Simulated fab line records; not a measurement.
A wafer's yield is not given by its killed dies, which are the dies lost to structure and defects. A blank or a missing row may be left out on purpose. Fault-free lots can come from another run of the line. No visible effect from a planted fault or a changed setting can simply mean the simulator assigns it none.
Which tool was responsible? + flow gf180mcu + Sampling: 14 lots, 41 wafers, 3 of 602 route steps

## WHAT EACH GAUGE READ, for each wafer
GF_M5_CD_MEAS_07 targets a cd of 280 nm. Usual: 279.6 nm for cd nm, sd 1.3.
| lot  | measured     | on        | cd nm (nm)        | flag |
|------|--------------|-----------|-------------------|------|
| L563 | day 26 11:50 | cd sem-01 | 280.0 279.3 280.7 |      |
| L564 | day 26 17:35 | cd sem-02 | 279.4 278.6 278.0 |      |
| L569 | day 28 10:34 | cd sem-01 | 280.3 281.1 280.7 |      |
| L570 | day 28 17:28 | cd sem-02 | 279.0 280.1 278.3 |      |
| L572 | day 29 03:54 | cd sem-01 | 279.7 281.6 280.4 |      |
| L574 | day 29 22:41 | cd sem-01 | 279.0 280.5 280.2 |      |
| L578 | day 31 00:56 | cd sem-01 | 279.0 278.2       |      |
| L580 | day 31 13:11 | cd sem-02 | 280.1 281.0 279.8 |      |
| L581 | day 31 15:52 | cd sem-01 | 277.2 276.6 277.6 |      |
| L582 | day 32 00:41 | cd sem-01 | 282.3 281.1 283.2 |      |
| L583 | day 32 01:02 | cd sem-01 | 281.6 280.1 281.5 |      |
| L584 | day 32 10:24 | cd sem-01 | 279.7 280.0 280.1 |      |
| L585 | day 32 15:40 | cd sem-01 | 280.7 279.1 279.7 |      |
| L586 | day 32 16:11 | cd sem-01 | 277.1 277.4 277.4 |      |

GF_M5_OVL_MEAS_08. Usual: M5_OVL gives 1 nm (standard deviation 6.1).
| lot  | measured     | on         | M5_OVL (nm) | flag |
|------|--------------|------------|-------------|------|
| L563 | day 26 11:57 | overlay-01 | -2 -2 -5    |      |
| L564 | day 26 17:41 | overlay-01 | 8 4 3       |      |
| L569 | day 28 10:39 | overlay-02 | 3 14 3      |      |
| L570 | day 28 17:35 | overlay-01 | 1 7 -2      |      |
| L572 | day 29 03:59 | overlay-01 | -5 5 -3     |      |
| L574 | day 29 22:48 | overlay-01 | -3 -4 1     |      |
| L578 | day 31 01:02 | overlay-02 | 3 7         |      |
| L580 | day 31 13:16 | overlay-01 | 4 5 4       |      |
| L581 | day 31 15:58 | overlay-01 | 2 0 -9      |      |
| L582 | day 32 00:48 | overlay-01 | 2 1 0       |      |
| L583 | day 32 01:09 | overlay-01 | 6 2 13      |      |
| L584 | day 32 10:30 | overlay-01 | -5 1 2      |      |
| L585 | day 32 15:46 | overlay-01 | 5 -2 11     |      |
| L586 | day 32 16:18 | overlay-02 | -5 -7 -3    |      |

## WHAT TOOL EACH LOT RAN ON (gives the tool, then ch and the chambers of the sampled wafers, and finally the start)
| lot  | GF_MIM_SPUTTER_09            |
|------|------------------------------|
| L563 | pvd sputter-02, day 24 19:01 |
| L564 | pvd sputter-01, day 24 23:11 |
| L569 | pvd sputter-01, day 26 18:21 |
| L570 | pvd sputter-04, day 27 01:55 |
| L572 | pvd sputter-04, day 27 13:10 |
| L574 | pvd sputter-04, day 28 09:25 |
| L578 | pvd sputter-02, day 29 12:58 |
| L580 | pvd sputter-01, day 30 00:46 |
| L581 | pvd sputter-02, day 30 04:13 |
| L582 | pvd sputter-01, day 30 13:10 |
| L583 | pvd sputter-02, day 30 13:31 |
| L584 | pvd sputter-04, day 31 00:50 |
| L585 | pvd sputter-02, day 31 06:40 |
| L586 | pvd sputter-01, day 31 06:58 |
- GF_MIM_SPUTTER_09: material TiN, target thk 35 nm, time 29.2 s.

## WHAT THE TOOLS THEMSELVES READ (means of the sampled wafers that have a number; where no wafer has one, the mark that the record gives instead)
GF_MIM_SPUTTER_09. Usual: 30.5 % for throttle valve pct, sd 1.
| lot  | tool           | throttle valve pct (%) | flag |
|------|----------------|------------------------|------|
| L563 | pvd sputter-02 | 29.5                   |      |
| L564 | pvd sputter-01 | 30.6                   |      |
| L569 | pvd sputter-01 | 30.6                   |      |
| L570 | pvd sputter-04 | 30.6                   |      |
| L572 | pvd sputter-04 | 31.5                   |      |
| L574 | pvd sputter-04 | 30.8                   |      |
| L578 | pvd sputter-02 | 29.9                   |      |
| L580 | pvd sputter-01 | 30.8                   |      |
| L581 | pvd sputter-02 | 29.6                   |      |
| L582 | pvd sputter-01 | 30.2                   |      |
| L583 | pvd sputter-02 | 30.2                   |      |
| L584 | pvd sputter-04 | 31.7                   |      |
| L585 | pvd sputter-02 | 30.2                   |      |
| L586 | pvd sputter-01 | 30.6                   |      |

## THE ANSWER, worked out from the rows above alone
Rule: a lot is off if the mean of its wafers that have a number lies more than 3 standard deviations from the usual mean. Also off: a lot with no number at a reading for which 4 or more lots have one. Where the step has rows for the other lots, those lots are counted as sound. After the gauges, taken in route order, come the tools' own readings; for these a lot's mean is taken, as printed above. The first step at which some lot is off is used, and at that step the reading that is off furthest; a lot without a number counts as furthest.
No lot is off at any reading shown: from this, nothing can be told.

## WHAT THE SIMULATOR PUT IN
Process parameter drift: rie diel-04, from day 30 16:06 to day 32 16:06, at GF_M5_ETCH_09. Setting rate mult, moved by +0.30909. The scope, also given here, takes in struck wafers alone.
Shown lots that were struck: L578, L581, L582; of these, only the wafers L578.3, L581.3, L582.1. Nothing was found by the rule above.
